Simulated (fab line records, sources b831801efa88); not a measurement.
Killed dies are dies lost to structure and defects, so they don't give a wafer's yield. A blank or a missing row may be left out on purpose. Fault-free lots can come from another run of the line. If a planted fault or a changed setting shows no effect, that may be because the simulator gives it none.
The tool behind it: which one? + flow gf180mcu + Sampling: 15 lots, 45 wafers, 4 of 602 route steps

WHAT THE GAUGES READ, wafer by wafer
GF_STI_THK_MEAS_24. Usual: STI_CVD_23_THK gives 652 nm (standard deviation 7.5).
| lot  | measured    | on            | STI_CVD_23_THK (nm) | flag |
|------|-------------|---------------|---------------------|------|
| L574 | day 2 03:59 | film_metro-02 | 658 646 649         |      |
| L575 | day 2 09:06 | film_metro-03 | 655 629 644         |      |
| L577 | day 2 19:15 | film_metro-02 | 653 644 646         |      |
| L578 | day 3 00:47 | film_metro-03 | 639 653 654         |      |
| L579 | day 3 04:49 | film_metro-02 | 652 662 646         |      |
| L586 | day 4 20:16 | film_metro-03 | 658 640 660         |      |
| L587 | day 5 00:11 | film_metro-03 | 647 635 656         |      |
| L588 | day 5 03:38 | film_metro-02 | 656 644 660         |      |
| L590 | day 5 13:24 | film_metro-02 | 659 650 652         |      |
| L591 | day 5 19:19 | film_metro-01 | 645 642 639         |      |
| L592 | day 6 00:08 | film_metro-01 | 655 651 643         |      |
| L593 | day 6 05:41 | film_metro-01 | 660 656 661         |      |
| L594 | day 6 10:53 | film_metro-02 | 660 643 645         |      |
| L596 | day 6 20:59 | film_metro-03 | 652 657 656         |      |
| L597 | day 7 02:20 | film_metro-01 | 641 656 641         |      |

GF_VT_IMPLANT_OVL_MEAS_18. Usual: VT_IMPLANT_01_OVL gives 1.3 nm (standard deviation 1.3).
| lot  | measured     | on         | VT_IMPLANT_01_OVL (nm) | flag |
|------|--------------|------------|------------------------|------|
| L574 | day 6 07:49  | overlay-02 | 1.1 1.4 1.4            |      |
| L575 | day 6 13:08  | overlay-02 | 2.0 3.2 2.8            |      |
| L577 | day 7 01:09  | overlay-01 | 0.6 3.0 2.1            |      |
| L578 | day 7 08:37  | overlay-01 | 2.4 3.8 2.1            |      |
| L579 | day 7 13:10  | overlay-01 | 1.8 1.5 2.2            |      |
| L586 | day 9 15:29  | overlay-01 | -0.1 1.3 0.9           |      |
| L587 | day 9 16:35  | overlay-01 | 1.4 0.7 1.2            |      |
| L588 | day 9 22:20  | overlay-01 | 1.0 2.4 2.1            |      |
| L590 | day 10 10:26 | overlay-02 | 2.3 1.3 2.5            |      |
| L591 | day 10 17:10 | overlay-02 | 0.0 -0.2 1.8           |      |
| L592 | day 11 00:11 | overlay-01 | -0.8 0.9 2.9           |      |
| L593 | day 11 06:04 | overlay-01 | 0.1 -0.6 1.6           |      |
| L594 | day 11 13:08 | overlay-01 | 0.7 1.5 0.6            |      |
| L596 | day 12 01:26 | overlay-02 | 2.6 1.5 -2.6           |      |
| L597 | day 12 05:43 | overlay-02 | 2.2 0.5 1.7            |      |

GF_PSD_CD_MEAS_07: target cd 400 nm. Usual: cd_nm 400.5 nm, standard deviation 2.2.
| lot  | measured     | on        | cd_nm (nm)        | flag |
|------|--------------|-----------|-------------------|------|
| L574 | day 14 04:54 | cd_sem-02 | 396.1 396.2 397.8 |      |
| L575 | day 14 10:11 | cd_sem-01 | 400.3 401.8 400.2 |      |
| L577 | day 15 08:01 | cd_sem-01 | 399.9 399.1 398.3 |      |
| L578 | day 15 16:25 | cd_sem-01 | 400.0 402.6 402.8 |      |
| L579 | day 16 01:37 | cd_sem-02 | 397.7 400.3 397.9 |      |
| L586 | day 18 20:08 | cd_sem-02 | 402.0 401.8 403.1 |      |
| L587 | day 18 21:38 | cd_sem-02 | 403.7 404.0 403.1 |      |
| L588 | day 19 05:23 | cd_sem-02 | 403.7 405.9 402.1 |      |
| L590 | day 19 22:56 | cd_sem-01 | 402.2 402.8 402.1 |      |
| L591 | day 20 07:34 | cd_sem-02 | 399.3 399.8 397.2 |      |
| L592 | day 20 19:01 | cd_sem-02 | 398.5 397.3 396.9 |      |
| L593 | day 21 06:10 | cd_sem-01 | 398.9 399.2 399.5 |      |
| L594 | day 21 09:47 | cd_sem-01 | 400.5 398.9 400.6 |      |
| L596 | day 22 02:52 | cd_sem-01 | 404.8 405.1 404.0 |      |
| L597 | day 22 04:11 | cd_sem-02 | 401.2 401.4 403.2 |      |

TOOL THAT RAN EACH LOT (tool first, then ch and the chambers of the sampled wafers, then the start)
| lot  | GF_VT_IMPLANT_CLEAN_44          |
|------|---------------------------------|
| L574 | wet_bench-02 ch 1, day 7 14:32  |
| L575 | wet_bench-02 ch 3, day 7 20:50  |
| L577 | wet_bench-02 ch 1, day 8 09:19  |
| L578 | wet_bench-04 ch 1, day 8 16:44  |
| L579 | wet_bench-04 ch 3, day 8 22:49  |
| L586 | wet_bench-02 ch 1, day 11 03:02 |
| L587 | wet_bench-03 ch 2, day 11 05:32 |
| L588 | wet_bench-03 ch 2, day 11 10:44 |
| L590 | wet_bench-02 ch 2, day 11 23:49 |
| L591 | wet_bench-02 ch 1, day 12 06:43 |
| L592 | wet_bench-03 ch 3, day 12 14:56 |
| L593 | wet_bench-04 ch 3, day 12 20:55 |
| L594 | wet_bench-02 ch 2, day 13 04:10 |
| L596 | wet_bench-04 ch 1, day 13 16:49 |
| L597 | wet_bench-02 ch 0, day 13 21:34 |
- GF_VT_IMPLANT_CLEAN_44: cleans in SC1/SC2, time 150 s.

AS READ BY THE TOOLS THEMSELVES (means over the sampled wafers that have a number; for cases with no such wafer, the mark the record gives instead)
GF_VT_IMPLANT_CLEAN_44. Usual: bath_guard_temp_C 70.0 C, standard deviation 0.44; bath_heat_duty_pct 13.7 %, standard deviation 1.4.
| lot  | tool         | bath_guard_temp_C (C) | bath_heat_duty_pct (%) | flag |
|------|--------------|-----------------------|------------------------|------|
| L574 | wet_bench-02 | 69.8                  | 11.4                   |      |
| L575 | wet_bench-02 | 70.9                  | 14.5                   |      |
| L577 | wet_bench-02 | 69.8                  | 11.6                   |      |
| L578 | wet_bench-04 | 69.8                  | 15.3                   |      |
| L579 | wet_bench-04 | 70.4                  | 13.2                   |      |
| L586 | wet_bench-02 | -                     | -                      | OFF  |
| L587 | wet_bench-03 | -                     | -                      | OFF  |
| L588 | wet_bench-03 | -                     | -                      | OFF  |
| L590 | wet_bench-02 | 70.2                  | 14.2                   |      |
| L591 | wet_bench-02 | 69.6                  | 11.9                   |      |
| L592 | wet_bench-03 | 70.4                  | 14.1                   |      |
| L593 | wet_bench-04 | 70.4                  | 13.1                   |      |
| L594 | wet_bench-02 | 70.0                  | 14.9                   |      |
| L596 | wet_bench-04 | 69.6                  | 13.9                   |      |
| L597 | wet_bench-02 | 69.5                  | 11.8                   |      |

THE ANSWER, worked out from the rows above alone
Rule: take the mean of a lot's wafers that have a number; if it is more than 3 standard deviations from the usual mean, the lot is off. A lot without any number at a reading at which 4 lots or more have one is off too. The other lots that the step has rows for count as sound. First the gauges in route order, then the tools' own readings, where a lot's mean is used as printed above. The first step at which some lot is off is used, and at that step the reading that is off furthest; a lot without a number counts as furthest.
Off: L586, L587, L588 (GF_VT_IMPLANT_CLEAN_44, bath_guard_temp_C). Without a number there: L586, L587, L588.
A tool fits if, at that step or a process step before it, it ran every lot that is off, and no sound lot after the first of them. Of those tried, none fits.

WHAT THE SIMULATOR PUT IN
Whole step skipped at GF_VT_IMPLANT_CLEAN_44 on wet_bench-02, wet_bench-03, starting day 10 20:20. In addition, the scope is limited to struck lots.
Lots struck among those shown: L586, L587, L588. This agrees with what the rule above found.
